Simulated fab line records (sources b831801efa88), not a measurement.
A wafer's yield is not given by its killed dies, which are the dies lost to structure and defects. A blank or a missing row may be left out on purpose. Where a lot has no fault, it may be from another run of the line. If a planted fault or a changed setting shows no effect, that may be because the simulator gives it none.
What tool caused it? + flow sky130 + 6 lots with 18 wafers sampled at 2 steps, on a route of 708 steps

== WHAT THE GAUGES READ, wafer by wafer ==
SKY_VIA2_BOW_MEAS_03.
| lot  | measured     | on            | VIA2_BOW (um) |
|------|--------------|---------------|---------------|
| L173 | day 35 10:29 | film metro-01 | 84 77 79      |
| L176 | day 36 17:16 | film metro-01 | 100 96 88     |
| L185 | day 39 12:17 | film metro-01 | 88 94 82      |
| L188 | day 40 04:29 | film metro-04 | 85 96 78      |
| L192 | day 41 01:54 | film metro-01 | 90 60 78      |
| L195 | day 42 01:59 | film metro-02 | 99 84 83      |

== WHAT TOOL EACH LOT RAN ON (gives the tool, then ch and the chambers of the sampled wafers, and finally the start) ==
| lot  | SKY_VIA1_ETCH_14                   |
|------|------------------------------------|
| L173 | rie diel-03 ch 1,2, day 34 04:17   |
| L176 | rie diel-03 ch 0,1,2, day 35 11:29 |
| L185 | rie diel-01 ch 0,1,3, day 38 07:52 |
| L188 | rie diel-03 ch 0,1,2, day 38 23:26 |
| L192 | rie diel-03 ch 0,2,3, day 39 22:34 |
| L195 | rie diel-02 ch 0,2, day 40 23:25   |
- SKY_VIA1_ETCH_14: etches BARC in N2/H2, stops on SiO2, time 45.9 s, target depth 60 nm.

== THE ANSWER, worked out from the rows above alone ==
Rule: what is usual is taken from the lots themselves. The widest of any qualifying gaps counts: lots, ordered by their means at a reading, are off when they make up no more than a third of the lots, leave a main group of 4 or more, and stand apart from it by 3 or more times the standard deviation of that group's means. A main group is skipped when, at the precision printed for the reading in the tables above, its means are all equal. Also off: a lot with no number at a reading for which 4 or more lots have one. The other lots that the step has rows for count as sound.
None of the lots is off at any reading shown; this tells nothing.

== WHAT HAD BEEN PUT IN BY THE SIMULATOR ==
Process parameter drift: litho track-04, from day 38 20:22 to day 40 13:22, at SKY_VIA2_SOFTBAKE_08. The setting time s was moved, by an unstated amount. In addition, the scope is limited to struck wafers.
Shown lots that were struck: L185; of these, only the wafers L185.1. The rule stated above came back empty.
